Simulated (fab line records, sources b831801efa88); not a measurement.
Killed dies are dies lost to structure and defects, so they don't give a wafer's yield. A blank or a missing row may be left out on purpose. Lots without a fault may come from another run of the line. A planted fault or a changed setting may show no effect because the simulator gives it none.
Chamber matching | flow sky130 | SKY_CAP2M_CVD_00 on pecvd-04: 3 sister chambers
The step deposits SiO2, target thk 15.5 nm. 3 wafers are shown with their chamber, then 7 later ones without.

WAFERS WITH THEIR CHAMBER
wafer  | chamber | heater_power_w (W)
L644.5 | 2       | 572
L646.6 | 1       | 608
L652.1 | 0       | 773

WAFERS WITHOUT THEIR CHAMBER
wafer  | heater_power_w (W)
L652.5 | 781
L656.2 | 530
L656.4 | 530
L656.6 | 720
L657.1 | 591
L657.4 | 726
L657.5 | 575

WHICH CHAMBER EACH WENT THROUGH
wafer  | from the rows above     | in truth
L652.5 | 0                       | 0
L656.2 | can't be placed: 2 or 1 | 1
L656.4 | can't be placed: 2 or 1 | 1
L656.6 | can't be placed: 0 or 1 | 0
L657.1 | can't be placed: 1 or 2 | 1
L657.4 | can't be placed: 0 or 1 | 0
L657.5 | can't be placed: 2 or 1 | 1
Placed correctly: 1 of 7. Can't be placed from these rows: 6 (the true chamber is among the candidates in 6). Placed wrongly: 0.
How it was worked out, from the rows above alone: a wafer's distance from a chamber is the root of the sum, over the readings, of the square of ((its reading less the chamber's mean) divided by the reading's scatter). The wafer belongs to the nearest chamber; if the next one is less than 2 further off, it can't be placed. A chamber's mean is the mean of its shown wafers. The scatter: with one shown wafer a chamber, the root of the mean of the squares of how far each hidden wafer lies from its nearest shown one.
